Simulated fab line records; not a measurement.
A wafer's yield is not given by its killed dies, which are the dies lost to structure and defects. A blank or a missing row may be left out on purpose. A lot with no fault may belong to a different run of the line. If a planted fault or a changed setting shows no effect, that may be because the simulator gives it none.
Which tool did it? -- flow sky130 -- Sampling: 12 lots, 36 wafers, 3 of 708 route steps

== WHAT EACH GAUGE READ, for each wafer ==
SKY_VT_ADJUST_LVTN_TW_MEAS_10.
lot,measured,on,VT_ADJUST_LVTN_TW
L326,day 7 03:58,film-metro-01,245.8 245.3 245.5
L327,day 7 05:47,film-metro-02,243.7 242.8 244.0
L328,day 7 09:56,film-metro-02,242.9 242.6 243.6
L330,day 8 01:41,film-metro-01,246.0 246.9 246.2
L332,day 8 12:04,film-metro-01,245.0 246.0 245.5
L338,day 10 01:41,film-metro-02,255.6 254.2 254.1
L339,day 10 11:17,film-metro-01,256.8 256.0 256.6
L340,day 10 16:23,film-metro-02,243.6 242.8 244.4
L343,day 11 11:44,film-metro-01,244.8 244.4 244.9
L346,day 12 13:32,film-metro-03,239.1 239.8 240.3
L347,day 12 16:19,film-metro-02,242.9 242.0 241.5
L349,day 14 06:32,film-metro-02,243.9 244.3 244.3

SKY_VIA1_THK_MEAS_23: measures by xrf.
lot,measured,on,VIA1_W_THK (nm)
L326,day 34 15:39,film-metro-04,264 267 267
L327,day 34 17:57,film-metro-04,269 266 270
L328,day 34 18:17,film-metro-01,267 269 269
L330,day 35 07:52,film-metro-01,270 270 268
L332,day 35 21:07,film-metro-04,267 268 269
L338,day 37 17:40,film-metro-01,266 268 265
L339,day 38 08:09,film-metro-01,270 271 270
L340,day 38 08:40,film-metro-01,272 268 272
L343,day 39 05:08,film-metro-03,267 267 263
L346,day 40 11:23,film-metro-01,272 272 268
L347,day 41 00:49,film-metro-04,266 265 263
L349,day 41 18:04,film-metro-03,262 261 262

== WHICH TOOL RAN EACH LOT (tool, then ch and the chambers of the sampled wafers, then the start) ==
lot,SKY_VT_ADJUST_LVTN_IMPLANT_08
L326,"implanter-02 ch 0, day 7 03:43"
L327,"implanter-01 ch 0, day 7 05:33"
L328,"implanter-03 ch 0, day 7 09:41"
L330,"implanter-01 ch 0, day 8 01:28"
L332,"implanter-01 ch 0, day 8 11:49"
L338,"implanter-01 ch 0, day 10 01:28"
L339,"implanter-01 ch 0, day 10 11:03"
L340,"implanter-02 ch 0, day 10 16:10"
L343,"implanter-03 ch 0, day 11 11:29"
L346,"implanter-03 ch 0, day 12 13:19"
L347,"implanter-03 ch 0, day 12 16:04"
L349,"implanter-03 ch 0, day 14 06:19"
- SKY_VT_ADJUST_LVTN_IMPLANT_08

== WHAT THE TOOLS THEMSELVES READ (means of the sampled wafers that have a number; where no wafer has one, the mark that the record gives instead) ==
SKY_VT_ADJUST_LVTN_IMPLANT_08.
lot,tool,dose-ions-cm2,end-station-pressure-torr (Torr),faraday-current-uA
L326,implanter-02,1.57e+12,5.29e-06,8.67
L327,implanter-01,1.57e+12,4.76e-06,8.76
L328,implanter-03,1.57e+12,5.07e-06,8.84
L330,implanter-01,1.57e+12,4.85e-06,8.89
L332,implanter-01,1.57e+12,5.03e-06,8.76
L338,implanter-01,1.83e+12,4.86e-06,10.22
L339,implanter-01,1.84e+12,5.05e-06,10.45
L340,implanter-02,1.57e+12,5.05e-06,8.98
L343,implanter-03,1.57e+12,4.90e-06,8.82
L346,implanter-03,1.57e+12,5.10e-06,8.79
L347,implanter-03,1.57e+12,4.99e-06,8.93
L349,implanter-03,1.57e+12,4.91e-06,8.95

== THE ANSWER, worked out from the rows above alone ==
Rule: the usual values come from the lots themselves. The widest of any qualifying gaps counts: lots, ordered by their means at a reading, are off when they make up no more than a third of the lots, leave a main group of 4 or more, and stand apart from it by 3 or more times the standard deviation of that group's means. The tables above print the reading to a certain number of digits; a main group whose means all agree to those digits is not used. Also off: a lot with no number at a reading for which 4 or more lots have one. Where the step has rows for the other lots, those lots are counted as sound. After the gauges, taken in route order, come the tools' own readings; for these a lot's mean is taken, as printed above. At the first step where some lot is off, the reading lying furthest off is the one used; lots without a number count as furthest.
Off: L338, L339, at SKY_VT_ADJUST_LVTN_TW_MEAS_10 (VT_ADJUST_LVTN_TW). The main group has a mean of 243.8 with a standard deviation of 1.8.
If a tool, at a process step before that reading, ran all the lots that are off and no sound lot after the first of them, it fits. Not tried: the gauges at SKY_VT_ADJUST_LVTN_TW_MEAS_10; whatever is off there is also off at SKY_VT_ADJUST_LVTN_IMPLANT_08, on other tools, and gauge error can't account for it. One candidate fits, namely implanter-01 at SKY_VT_ADJUST_LVTN_IMPLANT_08. A fault onset in the window from L332 (day 8 11:49, its last sound lot) to L338 (day 10 01:28, its first lot off) fits.
The tool's own readings at SKY_VT_ADJUST_LVTN_IMPLANT_08 bear it out: on the lots that are off they differ by more than 5 times the standard deviation of the sound lots' means. dose-ions-cm2 reads 1.84e+12 there against 1.57e+12 on the sound lots; faraday-current-uA reads 10.34 there against 8.84 on the sound lots.

== WHAT HAD BEEN PUT IN BY THE SIMULATOR ==
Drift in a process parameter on implanter-01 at SKY_VT_ADJUST_LVTN_IMPLANT_08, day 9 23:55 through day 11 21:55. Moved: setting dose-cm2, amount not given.
Struck lots among those shown: L338, L339. The rule above reached the same finding.
